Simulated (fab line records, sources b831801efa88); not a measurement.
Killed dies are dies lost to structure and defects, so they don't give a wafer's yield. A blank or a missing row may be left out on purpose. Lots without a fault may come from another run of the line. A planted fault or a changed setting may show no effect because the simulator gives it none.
fab line records | flow sky130
record lots=24 wafers=72 last_day=50
route steps=708 shown VT_ADJUST_HVTR@139 CONTACT@420 VIA1@481 CAPM@551 CAP2M@604 PAD_OPEN@707
lots that met no fault: from a run of the same line without faults
start_h: hours from the record's first day to the start of the lot's first wafer shown | wait_h: hours since the lot's step before | " the same as in the row above | L1.1+2: a row that stands for several wafers | - no value, or no start given | * or withheld: withheld | < > ~ a bound
route shown NAME@n: a module of which the file shows steps, and the number in the route of the first | usual: mean/standard deviation of fault-free wafers | same: alike in all rows | chamber/n: place in a boat | sites: the reading at each site | _std_site: their standard deviation | _edge_site: outer sites' mean less inner sites' | radius_mm: how far each site lies from the wafer's centre | mask NAME#n: copy n | behind: the tool/chamber that last shaped the wafer | hold: why the lot was held/for how many hours/how that ended | device: the transistor (n, p or np) that didn't switch | end of line: the same wafers' tests at the end of the route | a step without rows: its recipe alone | killed: dies lost to structure and defects at the first sort, not the wafer's yield | map: a wafer's dies, x killed, . not, _ none there
set.NAME: the setting as run; set.NAME@STEP: as run at that earlier step | model.NAME: the simulator's own value behind a step, which no gauge read
steps of the route over a sample of lots; a table a step, a row a wafer
services: from which hour (start_h, from the record's first day; less than 0 if before it) a tool's chamber was out of use, for how many hours, and why
## steps
# step SKY_VT_ADJUST_HVTR_OVL_MEAS_08
# usual VT_ADJUST_HVTR_OVL=-1.2/1.2
# columns lot.wafer tool chamber start_h wait_h VT_ADJUST_HVTR_OVL[nm]
L074.1 overlay-02 - 204.80 0.1 -1.8
L074.4 " - " " -2.0
L074.6 " - " " -2.2
L075.2 overlay-01 - 212.15 0.1 -2.0
L075.5 " - " " 0.5
L075.6 " - " " -2.3
L076.2 overlay-02 - 212.17 0.1 0.1
L076.4 " - " " -0.8
L076.5 " - " " 0.8
L077.2 overlay-01 - 221.22 0.1 -1.5
L077.4 " - " " -1.5
L077.6 " - " " -2.3
L079.3 overlay-02 - 251.46 0.1 -1.4
L079.4 " - " " -1.9
L079.5 " - " " -2.7
L080.1 overlay-01 - 252.37 0.1 -1.1
L080.5 " - " " -2.5
L080.6 " - " " -2.5
L078.1 overlay-01 - 253.02 0.1 -1.9
L078.5 " - " " -1.4
L078.6 " - " " -1.8
L081.2 overlay-02 - 262.45 0.1 -1.0
L081.3 " - " " 0.4
L081.5 " - " " -2.0
L082.1 overlay-01 - 265.51 0.1 1.7
L082.2 " - " " 0.3
L082.5 " - " " 1.4
L083.1 overlay-01 - 268.75 0.1 0.1
L083.5 " - " " -2.5
L083.6 " - " " -3.1
L084.1 overlay-02 - 272.85 0.1 -1.8
L084.2 " - " " -1.7
L084.5 " - " " -3.2
L085.1 overlay-01 - 284.41 0.1 -1.0
L085.3 " - " " 0.4
L085.5 " - " " -1.2
L086.3 overlay-01 - 294.56 0.1 -2.5
L086.4 " - " " -1.3
L086.5 " - " " -2.9
L087.1 overlay-02 - 301.01 0.1 -1.8
L087.4 " - " " -1.5
L087.6 " - " " -0.2
L088.1 overlay-01 - 304.36 0.1 -2.3
L088.2 " - " " -2.0
L088.3 " - " " -2.4
L089.2 overlay-01 - 312.65 0.1 -0.6
L089.5 " - " " -0.5
L089.6 " - " " -1.7
L090.2 overlay-01 - 319.85 0.1 -2.7
L090.3 " - " " -1.8
L090.5 " - " " -1.7
L091.1 overlay-02 - 329.25 0.1 -0.1
L091.3 " - " " -1.7
L091.5 " - " " -0.8
L092.4 overlay-02 - 336.27 0.1 -1.9
L092.5 " - " " -1.2
L092.6 " - " " -2.3
L093.3 overlay-01 - 344.31 0.1 -2.6
L093.5 " - " " -2.3
L093.6 " - " " -1.3
L094.1 overlay-01 - 350.75 0.1 -0.4
L094.2 " - " " -1.4
L094.6 " - " " -0.3
L095.2 overlay-01 - 361.97 0.1 0.1
L095.4 " - " " 0.3
L095.5 " - " " -1.6
L096.1 overlay-02 - 366.97 0.1 -0.4
L096.2 " - " " -2.2
L096.5 " - " " -1.6
L097.3 overlay-02 - 374.42 0.1 0.5
L097.5 " - " " 0.8
L097.6 " - " " -0.7
# step SKY_CONTACT_CD_MEAS_14
# recipe target_cd_nm=170
# usual cd_nm=170.4/1.6
# columns lot.wafer tool chamber start_h wait_h cd_nm
L074.1 cd_sem-02 - 733.06 - 168.6
L074.4 " - " " 168.4
L074.6 " - " " 169.5
L075.2 cd_sem-02 - 740.47 - 169.8
L075.5 " - " " 171.6
L075.6 " - " " 170.8
L076.2 cd_sem-02 - 740.95 - 173.1
L076.4 " - " " 171.4
L076.5 " - " " 173.4
L077.2 cd_sem-01 - 755.62 - 171.2
L077.4 " - " " 172.2
L077.6 " - " " 171.4
L080.1 cd_sem-02 - 789.61 - 172.5
L080.5 " - " " 173.3
L080.6 " - " " 172.9
L079.3 cd_sem-01 - 793.00 - 171.0
L079.4 " - " " 171.2
L079.5 " - " " 171.3
L078.1 cd_sem-02 - 793.66 - 170.7
L078.5 " - " " 170.4
L078.6 " - " " 169.8
L081.2 cd_sem-02 - 798.93 - 171.9
L081.3 " - " " 171.7
L081.5 " - " " 172.1
L083.1 cd_sem-02 - 804.85 - 170.2
L083.5 " - " " 168.7
L083.6 " - " " 171.1
L082.1 cd_sem-01 - 805.50 - 168.2
L082.2 " - " " 170.7
L082.5 " - " " 170.4
L084.1 cd_sem-01 - 808.80 - 168.3
L084.2 " - " " 170.0
L084.5 " - " " 167.8
L085.1 cd_sem-01 - 824.66 - 171.2
L085.3 " - " " 170.6
L085.5 " - " " 170.7
L086.3 cd_sem-01 - 831.47 - 165.3
L086.4 " - " " 168.8
L086.5 " - " " 168.3
L087.1 cd_sem-01 - 838.61 - 170.0
L087.4 " - " " 169.5
L087.6 " - " " 169.5
L088.1 cd_sem-02 - 842.53 - 168.8
L088.2 " - " " 170.6
L088.3 " - " " 168.4
L089.2 cd_sem-01 - 849.78 - 169.7
L089.5 " - " " 171.7
L089.6 " - " " 170.9
L090.2 cd_sem-02 - 857.18 - 170.3
L090.3 " - " " 171.9
L090.5 " - " " 172.0
L091.1 cd_sem-01 - 865.11 - 170.1
L091.3 " - " " 169.1
L091.5 " - " " 169.5
L092.4 cd_sem-01 - 874.86 - 169.9
L092.5 " - " " 169.1
L092.6 " - " " 169.5
L094.1 cd_sem-02 - 888.33 - 170.0
L094.2 " - " " 170.1
L094.6 " - " " 169.1
L093.3 cd_sem-02 - 888.70 - 171.4
L093.5 " - " " 170.1
L093.6 " - " " 171.2
L095.2 cd_sem-01 - 907.33 - 168.6
L095.4 " - " " 169.1
L095.5 " - " " 170.0
L096.1 cd_sem-01 - 908.50 - 166.4
L096.2 " - " " 169.4
L096.5 " - " " 167.2
L097.3 cd_sem-02 - 908.89 - 174.3
L097.5 " - " " 173.2
L097.6 " - " " 173.8
# step SKY_VIA1_THK_MEAS_23
# recipe thk_meas_gauge=xrf reads=W_of_VIA1_CVD_21
# usual VIA1_W_THK=271/3.7
# columns lot.wafer tool chamber start_h wait_h VIA1_W_THK[nm]
L074.1 film_metro-04 - 790.64 0.1 269
L074.4 " - " " 269
L074.6 " - " " 268
L075.2 film_metro-04 - 798.70 0.1 276
L075.5 " - " " 270
L075.6 " - " " 274
L076.2 film_metro-03 - 799.05 0.1 268
L076.4 " - " " 272
L076.5 " - " " 272
L077.2 film_metro-04 - 813.10 0.1 274
L077.4 " - " " 266
L077.6 " - " " 273
L080.1 film_metro-01 - 846.16 0.1 269
L080.5 " - " " 268
L080.6 " - " " 267
L079.3 film_metro-03 - 850.04 0.1 276
L079.4 " - " " 274
L079.5 " - " " 283
L078.1 film_metro-01 - 851.55 0.1 269
L078.5 " - " " 269
L078.6 " - " " 266
L081.2 film_metro-01 - 856.50 0.1 268
L081.3 " - " " 267
L081.5 " - " " 267
L083.1 film_metro-04 - 862.72 0.1 266
L083.5 " - " " 270
L083.6 " - " " 265
L082.1 film_metro-03 - 863.05 0.1 268
L082.2 " - " " 277
L082.5 " - " " 273
L084.1 film_metro-03 - 866.44 0.1 278
L084.2 " - " " 275
L084.5 " - " " 280
L085.1 film_metro-03 - 880.61 0.1 274
L085.3 " - " " 272
L085.5 " - " " 273
L086.3 film_metro-03 - 888.08 0.1 273
L086.4 " - " " 274
L086.5 " - " " 272
L087.1 film_metro-04 - 894.61 0.1 270
L087.4 " - " " 272
L087.6 " - " " 267
L088.1 film_metro-04 - 897.74 0.1 265
L088.2 " - " " 270
L088.3 " - " " 268
L089.2 film_metro-04 - 905.76 0.1 266
L089.5 " - " " 267
L089.6 " - " " 275
L090.2 film_metro-01 - 912.85 0.1 276
L090.3 " - " " 272
L090.5 " - " " 271
L091.1 film_metro-01 - 919.50 0.1 269
L091.3 " - " " 273
L091.5 " - " " 272
L092.4 film_metro-04 - 928.85 0.1 268
L092.5 " - " " 269
L092.6 " - " " 277
L094.1 film_metro-03 - 941.96 0.1 274
L094.2 " - " " 269
L094.6 " - " " 277
L093.3 film_metro-01 - 942.91 0.1 267
L093.5 " - " " 273
L093.6 " - " " 264
L095.2 film_metro-01 - 959.96 0.1 269
L095.4 " - " " 271
L095.5 " - " " 273
L096.1 film_metro-03 - 961.61 0.1 277
L096.2 " - " " 271
L096.5 " - " " 274
L097.3 film_metro-01 - 961.87 0.1 263
L097.5 " - " " 277
L097.6 " - " " 272
# step SKY_CAPM_STRIP_14
# recipe chemistry=O2/N2 power_w=1400 pressure_mtorr=1500 platen_temp_c=withheld o2_flow_sccm=3000 n2_flow_sccm=300 overash_fraction=0.5
# usual drypump_motor_current_A=5.8/0.47 oes_product_au=0.711/0.0045 strip_time_to_endpoint_s=12.68/0.045
# columns lot.wafer tool chamber start_h wait_h drypump_motor_current_A oes_product_au rf_hours_counter_h strip_time_to_endpoint_s
L074.1 plasma_asher-01 0 872.45 0.1 6.2 0.712 107 12.70
L074.4 " 1 " " 6.3 0.708 - 12.70
L074.6 " 1 " " 6.3 0.713 - 12.72
L075.2 plasma_asher-01 1 880.80 0.1 6.4 0.710 108 12.60
L075.5 " 0 " " 6.2 0.717 - 12.69
L075.6 " 1 " " 6.3 0.714 - 12.62
L076.2 plasma_asher-02 0 882.59 0.1 4.9 0.712 46 12.69
L076.4 " 1 " " 5.7 0.709 - 12.70
L076.5 " 0 " " 4.9 0.714 - 12.66
L077.2 plasma_asher-01 0 895.62 0.1 6.2 0.713 110 12.80
L077.4 " 1 " " 6.3 0.705 - 12.77
L077.6 " 1 " " 6.4 0.715 - 12.79
L080.1 plasma_asher-02 0 926.19 0.1 4.9 0.699 50 12.76
L080.5 " 1 " " 5.7 0.709 - 12.72
L080.6 " 0 " " 4.8 0.717 - 12.75
L079.3 plasma_asher-03 0 930.24 0.1 6.0 0.710 - 12.70
L079.4 " 1 " " 5.7 0.706 - 12.72
L079.5 " 0 " " 5.9 0.708 - 12.70
L078.1 plasma_asher-02 1 931.10 0.1 5.7 0.713 51 12.71
L078.5 " 1 " " 5.7 0.714 - 12.75
L078.6 " 0 " " 4.9 0.715 - 12.69
L081.2 plasma_asher-02 0 936.88 0.1 4.9 0.711 51 12.67
L081.3 " 1 " " 5.7 0.714 - 12.68
L081.5 " 1 " " 5.7 0.712 - 12.69
L083.1 plasma_asher-02 0 940.67 0.1 4.9 0.711 52 12.64
L083.5 " 0 " " 4.9 0.715 - 12.60
L083.6 " 1 " " 5.7 0.716 - 12.63
L082.1 plasma_asher-01 0 943.97 0.1 6.2 0.712 114 12.63
L082.2 " 1 " " 6.3 0.707 114 12.70
L082.5 " 1 " " 6.4 0.711 - 12.68
L084.1 plasma_asher-01 1 945.22 0.1 6.4 0.711 115 12.66
L084.2 " 0 " " 6.2 0.717 115 12.62
L084.5 " 0 " " 6.2 0.714 - 12.67
L085.1 plasma_asher-03 0 958.63 0.1 6.0 0.712 80 12.63
L085.3 " 0 " " 6.0 0.711 - 12.63
L085.5 " 1 " " 5.7 0.712 - 12.62
L086.3 plasma_asher-01 1 965.37 0.1 6.3 0.710 - 12.75
L086.4 " 0 " " 6.2 0.702 - 12.70
L086.5 " 0 " " 6.2 0.708 - 12.74
L087.1 plasma_asher-02 0 972.10 0.1 4.8 0.718 55 12.67
L087.4 " 0 " " 4.9 0.710 - 12.68
L087.6 " 0 " " 4.9 0.716 - 12.64
L088.1 plasma_asher-03 1 974.62 0.1 5.7 0.707 82 12.70
L088.2 " 0 " " 6.0 0.708 82 12.70
L088.3 " 0 " " 6.0 0.707 - 12.69
L089.2 plasma_asher-03 0 982.02 0.1 6.0 0.703 82 12.74
L089.5 " 1 " " 5.7 0.707 - 12.70
L089.6 " 0 " " 6.0 0.704 - 12.72
L090.2 plasma_asher-02 1 988.92 0.1 5.7 0.710 57 12.68
L090.3 " 0 " " 4.9 0.705 - 12.68
L090.5 " 0 " " 4.8 0.715 - 12.69
L091.1 plasma_asher-03 1 994.79 0.1 5.7 0.705 83 12.67
L091.3 " 1 " " 5.7 0.709 - 12.71
L091.5 " 1 " " 5.7 0.705 - 12.61
L092.4 plasma_asher-02 1 1002.82 0.1 5.7 0.707 - 12.62
L092.5 " 0 " " 4.9 0.718 - 12.63
L092.6 " 1 " " 5.7 0.706 - 12.61
L094.1 plasma_asher-03 1 1016.07 0.1 5.7 0.705 85 12.68
L094.2 " 0 " " 6.0 0.707 85 12.70
L094.6 " 1 " " 5.7 0.708 - 12.66
L093.3 plasma_asher-03 0 1017.04 0.1 6.0 0.707 - 12.67
L093.5 " 1 " " 5.7 0.716 - 12.70
L093.6 " 0 " " 6.0 0.715 - 12.68
L095.2 plasma_asher-01 1 1033.00 0.1 6.3 0.711 123 12.61
L095.4 " 0 " " 6.2 0.715 - 12.62
L095.5 " 0 " " 6.2 0.705 - 12.66
L096.1 plasma_asher-03 0 1034.07 0.1 6.0 0.712 87 12.77
L096.2 " 1 " " 5.7 0.714 87 12.73
L096.5 " 1 " " 5.7 0.706 - 12.72
L097.3 plasma_asher-03 1 1035.24 0.1 5.7 0.702 - 12.69
L097.5 " 0 " " 6.0 0.717 - 12.70
L097.6 " 1 " " 5.7 0.711 - 12.71
# step SKY_CAP2M_THK_MEAS_01
# recipe reads=SiO2_of_CAP2M_CVD_00
# usual CAP2M_CVD_00_THK=15.57/0.25
# columns lot.wafer tool chamber start_h wait_h CAP2M_CVD_00_THK[nm]
L074.1 film_metro-01 - 926.27 - 15.36
L074.4 " - " " 15.29
L074.6 " - " " 15.68
L075.2 film_metro-04 - 933.22 - 15.47
L075.5 " - " " 15.71
L075.6 " - " " 15.68
L076.2 film_metro-02 - 936.43 - 15.56
L076.4 " - " " 15.83
L076.5 " - " " 15.86
L077.2 film_metro-04 - 949.43 - 15.45
L077.4 " - " " 15.84
L077.6 " - " " 15.60
L080.1 film_metro-02 - 977.81 - 15.45
L080.5 " - " " 15.72
L080.6 " - " " 15.56
L079.3 film_metro-04 - 981.95 - 15.08
L079.4 " - " " 15.67
L079.5 " - " " 15.57
L078.1 film_metro-02 - 983.30 - 15.67
L078.5 " - " " 15.65
L078.6 " - " " 16.02
L081.2 film_metro-02 - 988.33 - 15.07
L081.3 " - " " 14.98
L081.5 " - " " 15.20
L083.1 film_metro-01 - 991.88 - 15.34
L083.5 " - " " 15.82
L083.6 " - " " 15.64
L082.1 film_metro-01 - 994.85 - 15.71
L082.2 " - " " 15.36
L082.5 " - " " 15.63
L084.1 film_metro-01 - 995.85 - 15.76
L084.2 " - " " 15.20
L084.5 " - " " 15.67
L085.1 film_metro-04 - 1009.14 - 15.45
L085.3 " - " " 15.55
L085.5 " - " " 15.90
L086.3 film_metro-04 - 1015.72 - 14.73
L086.4 " - " " 15.15
L086.5 " - " " 15.42
L087.1 film_metro-04 - 1022.50 - 15.25
L087.4 " - " " 15.61
L087.6 " - " " 15.56
L088.1 film_metro-04 - 1023.64 - 15.50
L088.2 " - " " 15.29
L088.3 " - " " 15.16
L089.2 film_metro-04 - 1032.25 - 15.05
L089.5 " - " " 15.11
L089.6 " - " " 15.60
L090.2 film_metro-04 - 1038.33 - 15.52
L090.3 " - " " 15.54
L090.5 " - " " 15.82
L091.1 film_metro-01 - 1044.86 - 15.84
L091.3 " - " " 15.43
L091.5 " - " " 15.72
L092.4 film_metro-02 - 1051.42 - 16.11
L092.5 " - " " 15.72
L092.6 " - " " 15.90
L094.1 film_metro-01 - 1064.16 - 15.44
L094.2 " - " " 15.57
L094.6 " - " " 15.88
L093.3 film_metro-04 - 1064.82 - 15.68
L093.5 " - " " 15.58
L093.6 " - " " 15.82
L095.2 film_metro-04 - 1079.81 - 15.58
L095.4 " - " " 15.82
L095.5 " - " " 16.00
L096.1 film_metro-02 - 1081.18 - 15.67
L096.2 " - " " 15.92
L096.5 " - " " 15.70
L097.3 film_metro-02 - 1081.92 - 15.81
L097.5 " - " " 15.98
L097.6 " - " " 15.93
# step SKY_PAD_OPEN_BOW_MEAS_13
# recipe mode=bow
# usual PAD_OPEN_BOW=48/9.8
# columns lot.wafer tool chamber start_h wait_h PAD_OPEN_BOW[um]
L074.1 film_metro-04 - 1070.36 - 56
L074.4 " - " " 65
L074.6 " - " " 50
L075.2 film_metro-04 - 1075.49 - 47
L075.5 " - " " 38
L075.6 " - " " 54
L076.2 film_metro-02 - 1080.10 - 42
L076.4 " - " " 42
L076.5 " - " " 40
L077.2 film_metro-02 - 1091.15 - 48
L077.4 " - " " 40
L077.6 " - " " 32
L080.1 film_metro-04 - 1114.91 - 40
L080.5 " - " " 43
L080.6 " - " " 54
L079.3 film_metro-01 - 1118.86 - 49
L079.4 " - " " 38
L079.5 " - " " 42
L078.1 film_metro-04 - 1118.97 - 29
L078.5 " - " " 20
L078.6 " - " " 28
L081.2 film_metro-04 - 1123.55 - 36
L081.3 " - " " 36
L081.5 " - " " 48
L083.1 film_metro-04 - 1126.78 - 38
L083.5 " - " " 35
L083.6 " - " " 40
L082.1 film_metro-01 - 1129.81 - 71
L082.2 " - " " 57
L082.5 " - " " 53
L084.1 film_metro-04 - 1131.35 - 45
L084.2 " - " " 45
L084.5 " - " " 44
L085.1 film_metro-01 - 1142.29 - 44
L085.3 " - " " 50
L085.5 " - " " 55
L086.3 film_metro-02 - 1147.33 - 57
L086.4 " - " " 47
L086.5 " - " " 45
L087.1 film_metro-04 - 1153.04 - 61
L087.4 " - " " 54
L087.6 " - " " 53
L088.1 film_metro-01 - 1154.94 - 41
L088.2 " - " " 40
L088.3 " - " " 38
L089.2 film_metro-01 - 1160.31 - 51
L089.5 " - " " 48
L089.6 " - " " 56
L090.2 film_metro-04 - 1164.52 - 66
L090.3 " - " " 60
L090.5 " - " " 63
L091.1 film_metro-04 - 1170.15 - 46
L091.3 " - " " 53
L091.5 " - " " 50
L092.4 film_metro-02 - 1174.50 - 44
L092.5 " - " " 40
L092.6 " - " " 55
L094.1 film_metro-01 - 1183.66 - 50
L094.2 " - " " 42
L094.6 " - " " 56
L093.3 film_metro-02 - 1185.58 - 44
L093.5 " - " " 51
L093.6 " - " " 42
L095.2 film_metro-01 - 1195.12 - 49
L095.4 " - " " 50
L095.5 " - " " 56
L096.1 film_metro-04 - 1195.96 - 63
L096.2 " - " " 48
L096.5 " - " " 62
L097.3 film_metro-02 - 1198.97 - 50
L097.5 " - " " 61
L097.6 " - " " 52
## services
# columns tool chamber start_h hours kind
plasma_asher-01 - 957.25 1.2 repair
plasma_asher-01 - 968.18 7.1 repair
plasma_asher-03 - 986.46 5.3 repair
plasma_asher-03 - 1011.52 2.3 repair
## key
fault none
